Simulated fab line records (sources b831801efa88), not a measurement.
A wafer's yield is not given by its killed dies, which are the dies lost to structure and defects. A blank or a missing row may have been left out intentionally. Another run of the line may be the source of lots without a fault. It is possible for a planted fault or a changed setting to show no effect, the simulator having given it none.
Tool commonality check ; flow gf180mcu ; 39 wafers sampled across 13 lots

## REASON IT WAS OPENED
2 of 13 lots carry a flag on the reading DNWELL_TW at GF_DNWELL_TW_MEAS_09. Fault-free wafers read 1354, with a standard deviation of 11.
Rule: flag the lot when none of its wafers has a number, or when each of its wafers that has one lies beyond 4 standard deviations from that mean. As for the other lots, they are considered sound.

lot;measured;on;DNWELL_TW, wafer by wafer;flag
L616;day 2 18:51;film metro-04;1353 1346 1349;
L617;day 2 23:28;film metro-04;1334 1336 1332;
L618;day 3 08:35;film metro-03;1359 1367 1377;
L619;day 3 16:26;film metro-04;1351 1344 1355;
L620;day 3 22:12;film metro-03;1356 1351 1351;
L623;day 4 11:08;film metro-03;1369 1371 1379;
L622;day 4 11:15;film metro-03;1370 1370 1381;
L627;day 5 09:27;film metro-04;1503 1496 1504;FLAGGED
L629;day 5 16:13;film metro-01;1531 1511 1517;FLAGGED
L631;day 6 04:33;film metro-04;1346 1357 1343;
L632;day 6 09:37;film metro-04;1349 1352 1350;
L636;day 7 05:28;film metro-03;1373 1363 1366;
L639;day 7 22:03;film metro-03;1355 1353 1358;
On average the flagged lots' numbers are 1510, which is +156 against the usual, or +14 standard deviations.

## TOOL THAT RAN EACH LOT
The record holds 2 process steps before the reading, out of a route of 602 steps. In each cell: the tool, then ch and the chambers that the sampled wafers went through, then the start.
lot;flag;GF_STI_ETCH_13;GF_DNWELL_IMPLANT_07
L616;;rie diel-03 ch 0,1,3, day 2 01:33;implanter-04 ch 0, day 2 18:36
L617;;rie diel-01 ch 0,2,3, day 2 06:25;implanter-01 ch 0, day 2 23:13
L618;;rie diel-01 ch 0,1,2, day 2 13:39;implanter-02 ch 0, day 3 08:22
L619;;rie diel-01 ch 0,1,3, day 2 16:54;implanter-01 ch 0, day 3 16:13
L620;;rie diel-02 ch 1,2,3, day 2 21:13;implanter-02 ch 0, day 3 21:57
L623;;rie diel-01 ch 2,3, day 3 15:13;implanter-02 ch 0, day 4 10:55
L622;;rie diel-03 ch 2,3, day 3 09:42;implanter-01 ch 0, day 4 11:00
L627;FLAGGED;rie diel-02 ch 0,2, day 4 13:24;implanter-01 ch 0, day 5 09:14
L629;FLAGGED;rie diel-02 ch 1,2, day 4 21:22;implanter-01 ch 0, day 5 15:59
L631;;rie diel-03 ch 1,3, day 5 08:18;implanter-04 ch 0, day 6 04:18
L632;;rie diel-03 ch 1,2,3, day 5 13:15;implanter-04 ch 0, day 6 09:22
L636;;rie diel-01 ch 0,2, day 6 08:03;implanter-04 ch 0, day 7 05:14
L639;;rie diel-02 ch 0,2,3, day 7 00:36;implanter-04 ch 0, day 7 21:50
What is done by these steps:
- GF_STI_ETCH_13: etches the open film in CHF3/O2, stops on Si, target depth 282.31 nm, time 112.9 s.
- GF_DNWELL_IMPLANT_07
- GF_DNWELL_TW_MEAS_09

## FLAGGED AGAINST TOTAL, ONE TOOL AT A TIME (gauges that did the reading follow at the end)
step;tool;lots run;flagged;share of the flagged lots;sound lots run after its first flagged lot
GF_STI_ETCH_13;rie diel-01;5;0;none;-
GF_STI_ETCH_13;rie diel-02;4;2;all;1 (L639)
GF_STI_ETCH_13;rie diel-03;4;0;none;-
GF_DNWELL_IMPLANT_07;implanter-01;5;2;all;0
GF_DNWELL_IMPLANT_07;implanter-02;3;0;none;-
GF_DNWELL_IMPLANT_07;implanter-04;5;0;none;-
GF_DNWELL_TW_MEAS_09;film metro-01;1;1;some;0
GF_DNWELL_TW_MEAS_09;film metro-03;6;0;none;-
GF_DNWELL_TW_MEAS_09;film metro-04;6;1;some;2 (L631,L632)

## WHAT THE TABLE ALLOWS
Table rows that saw every flagged lot: 2, namely rie diel-02 at GF_STI_ETCH_13 and implanter-01 at GF_DNWELL_IMPLANT_07.
- rie diel-02 at GF_STI_ETCH_13 ran 4 lots, 2 of them flagged. Lots that were sound ran on it after the first flagged one (L639); a persistent fault on the entire tool would not allow that.
- implanter-01 at GF_DNWELL_IMPLANT_07 ran 5 lots, 2 of them flagged. Its last sound lot is L622 (day 4 11:00), its first flagged lot L627 (day 5 09:14): a fault that began between those two fits. Its own readings lie more than 4 standard deviations out on every wafer of the flagged lots: beam on s, faraday current uA.
One tool is left: implanter-01 at GF_DNWELL_IMPLANT_07.

## WHAT THE SIMULATOR HAD PUT IN
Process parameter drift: implanter-01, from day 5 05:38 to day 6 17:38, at GF_DNWELL_IMPLANT_07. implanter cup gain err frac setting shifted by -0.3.
Lots struck among those shown: L627, L629. The same result came from the rule above.
